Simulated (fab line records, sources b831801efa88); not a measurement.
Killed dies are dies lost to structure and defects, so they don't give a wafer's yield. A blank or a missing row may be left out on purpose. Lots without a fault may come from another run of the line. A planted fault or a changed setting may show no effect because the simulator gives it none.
Which tool did it? | flow gf180mcu | 13 lots, 39 wafers sampled, at 4 steps of a route of 602

WHAT THE GAUGES READ, wafer by wafer
GF_VT_IMPLANT_RS_MEAS_46: measures by four-point-probe. Usual: MVSD_RS 457.3 ohm/sq, standard deviation 1.2.
lot  | measured     | on            | MVSD_RS (ohm/sq)  | flag
L705 | day 7 19:16  | film_metro-01 | 457.6 458.1 458.2 |
L706 | day 8 01:07  | film_metro-01 | 458.5 458.5 459.3 |
L707 | day 8 11:39  | film_metro-01 | 458.5 458.2 459.9 |
L708 | day 8 19:04  | film_metro-03 | 456.6 456.5 458.1 |
L709 | day 9 05:13  | film_metro-03 | 457.3 457.6 457.4 |
L716 | day 11 03:45 | film_metro-03 | 456.5 457.0 456.5 |
L717 | day 11 07:59 | film_metro-02 | 451.1 450.1 450.2 | OFF
L718 | day 11 19:13 | film_metro-03 | 447.8 447.5 448.0 | OFF
L719 | day 12 01:52 | film_metro-01 | 452.4 451.5 450.5 | OFF
L720 | day 12 07:26 | film_metro-03 | 458.5 459.3 457.2 |
L722 | day 13 00:28 | film_metro-02 | 457.1 455.9 456.5 |
L723 | day 13 08:20 | film_metro-03 | 455.1 456.2 457.2 |
L727 | day 14 11:14 | film_metro-02 | 458.4 457.4 456.8 |

GF_PSD_RS_MEAS_15: measures by four-point-probe. Usual: PSD_RS 108.62 ohm/sq, standard deviation 0.25.
lot  | measured     | on            | PSD_RS (ohm/sq)      | flag
L705 | day 14 21:06 | film_metro-04 | 109.08 109.04 108.93 |
L706 | day 15 02:07 | film_metro-02 | 108.87 108.93 108.55 |
L707 | day 15 20:56 | film_metro-02 | 108.43 108.74 108.86 |
L708 | day 16 04:53 | film_metro-01 | 108.76 108.92 109.20 |
L709 | day 16 15:53 | film_metro-02 | 108.81 108.50 108.76 |
L716 | day 19 01:25 | film_metro-02 | 108.25 108.25 108.52 |
L717 | day 19 08:46 | film_metro-02 | 108.57 108.35 108.46 |
L718 | day 19 18:33 | film_metro-02 | 109.01 108.62 108.64 |
L719 | day 20 01:49 | film_metro-01 | 108.47 108.29 108.32 |
L720 | day 20 08:44 | film_metro-02 | 108.69 108.61 108.81 |
L722 | day 21 04:46 | film_metro-04 | 108.37 108.60 108.69 |
L723 | day 21 12:09 | film_metro-04 | 108.69 108.67 108.49 |
L727 | day 23 00:02 | film_metro-01 | 108.26 108.33 108.56 |

WHICH TOOL RAN EACH LOT (tool, then ch and the chambers of the sampled wafers, then the start)
lot  | GF_MVSD_IMPLANT_09              | GF_POLY_GATE_STRIP_14
L705 | implanter-04 ch 0, day 4 15:13  | plasma_asher-03 ch 0,1, day 9 12:33
L706 | implanter-03 ch 0, day 4 20:37  | plasma_asher-03 ch 0,1, day 9 18:59
L707 | implanter-04 ch 0, day 5 04:09  | plasma_asher-04 ch 0,1, day 10 09:53
L708 | implanter-04 ch 0, day 5 09:50  | plasma_asher-03 ch 0,1, day 10 14:52
L709 | implanter-02 ch 0, day 5 18:40  | plasma_asher-04 ch 0,1, day 11 00:56
L716 | implanter-04 ch 0, day 7 07:10  | plasma_asher-03 ch 0,1, day 13 03:40
L717 | implanter-03 ch 0, day 7 10:57  | plasma_asher-04 ch 0,1, day 13 09:05
L718 | implanter-03 ch 0, day 7 20:29  | plasma_asher-02 ch 0, day 13 18:16
L719 | implanter-03 ch 0, day 8 03:06  | plasma_asher-03 ch 0,1, day 14 00:01
L720 | implanter-04 ch 0, day 8 07:48  | plasma_asher-03 ch 0,1, day 14 05:53
L722 | implanter-02 ch 0, day 8 22:28  | plasma_asher-04 ch 1, day 15 00:35
L723 | implanter-02 ch 0, day 9 05:31  | plasma_asher-02 ch 0,1, day 15 07:38
L727 | implanter-02 ch 0, day 10 05:14 | plasma_asher-03 ch 0,1, day 16 15:14
- GF_MVSD_IMPLANT_09
- GF_POLY_GATE_STRIP_14: strips in O2/N2.

WHAT THE TOOLS THEMSELVES READ (means of the sampled wafers that have a number; where no wafer has one, the mark that the record gives instead)
GF_MVSD_IMPLANT_09. Usual: dose_ions_cm2 5e+12, standard deviation 5.9e+09; faraday_current_uA 28.2, standard deviation 0.58.
lot  | tool         | dose_ions_cm2 | faraday_current_uA | flag
L705 | implanter-04 | 5e+12         | 28.4               |
L706 | implanter-03 | 5e+12         | 28.3               |
L707 | implanter-04 | 5e+12         | 28.1               |
L708 | implanter-04 | 5e+12         | 28.4               |
L709 | implanter-02 | 5e+12         | 28.7               |
L716 | implanter-04 | 5e+12         | 27.9               |
L717 | implanter-03 | 5e+12         | 30.7               | OFF
L718 | implanter-03 | 5e+12         | 30.5               | OFF
L719 | implanter-03 | 5e+12         | 30.8               | OFF
L720 | implanter-04 | 5e+12         | 28.0               |
L722 | implanter-02 | 5e+12         | 28.2               |
L723 | implanter-02 | 5e+12         | 28.2               |
L727 | implanter-02 | 5e+12         | 27.6               |

GF_POLY_GATE_STRIP_14. Usual: drypump_motor_current_A 5.8 A, standard deviation 0.54; heater_power_w 326 W, standard deviation 54; oes_product_au 0.506 a.u., standard deviation 0.0045.
lot  | tool            | drypump_motor_current_A (A) | heater_power_w (W) | oes_product_au (a.u.) | flag
L705 | plasma_asher-03 | 6.0                         | 286                | 0.506                 |
L706 | plasma_asher-03 | 6.0                         | 287                | 0.508                 |
L707 | plasma_asher-04 | 5.2                         | 359                | 0.512                 |
L708 | plasma_asher-03 | 6.0                         | 285                | 0.508                 |
L709 | plasma_asher-04 | 5.2                         | 355                | 0.507                 |
L716 | plasma_asher-03 | 6.3                         | 278                | 0.505                 |
L717 | plasma_asher-04 | 5.6                         | 331                | 0.503                 |
L718 | plasma_asher-02 | 5.7                         | 430                | 0.505                 |
L719 | plasma_asher-03 | 6.3                         | 283                | 0.507                 |
L720 | plasma_asher-03 | 6.1                         | 285                | 0.501                 |
L722 | plasma_asher-04 | 6.0                         | 301                | 0.506                 |
L723 | plasma_asher-02 | 5.9                         | 386                | 0.499                 |
L727 | plasma_asher-03 | 6.3                         | 279                | 0.504                 |

THE ANSWER, worked out from the rows above alone
Rule: a lot is off if the mean of its wafers that have a number lies more than 3 standard deviations from the usual mean. A lot without any number at a reading at which 4 lots or more have one is off too. The other lots that the step has rows for count as sound. The gauges are gone through in route order, then the tools' own readings, and for those a lot's mean is taken as printed above. The first step at which some lot is off is used, and at that step the reading that is off furthest; a lot without a number counts as furthest.
Off: L717, L718, L719, at GF_VT_IMPLANT_RS_MEAS_46 (MVSD_RS).
A tool fits if, at a process step before that reading, it ran every lot that is off, and no sound lot after the first of them. The gauges at GF_VT_IMPLANT_RS_MEAS_46 aren't tried: what is off there is off at GF_MVSD_IMPLANT_09 too, on other tools, and a gauge's error can't cause that. One fits: implanter-03 at GF_MVSD_IMPLANT_09. Its last sound lot is L706 (day 4 20:37), its first lot that is off L717 (day 7 10:57): a fault that began between those two fits.
The tool's own readings at GF_MVSD_IMPLANT_09 bear it out: on the lots that are off they differ by more than 5 times the standard deviation of the sound lots' means. faraday_current_uA reads 30.7 there against 28.2 on the sound lots.

WHAT THE SIMULATOR HAD PUT IN
Process parameter drift: implanter-03, from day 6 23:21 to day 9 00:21, at GF_MVSD_IMPLANT_09. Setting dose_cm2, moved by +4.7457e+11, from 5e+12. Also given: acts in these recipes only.
Lots struck among those shown: L717, L718, L719. The rule above found the same.
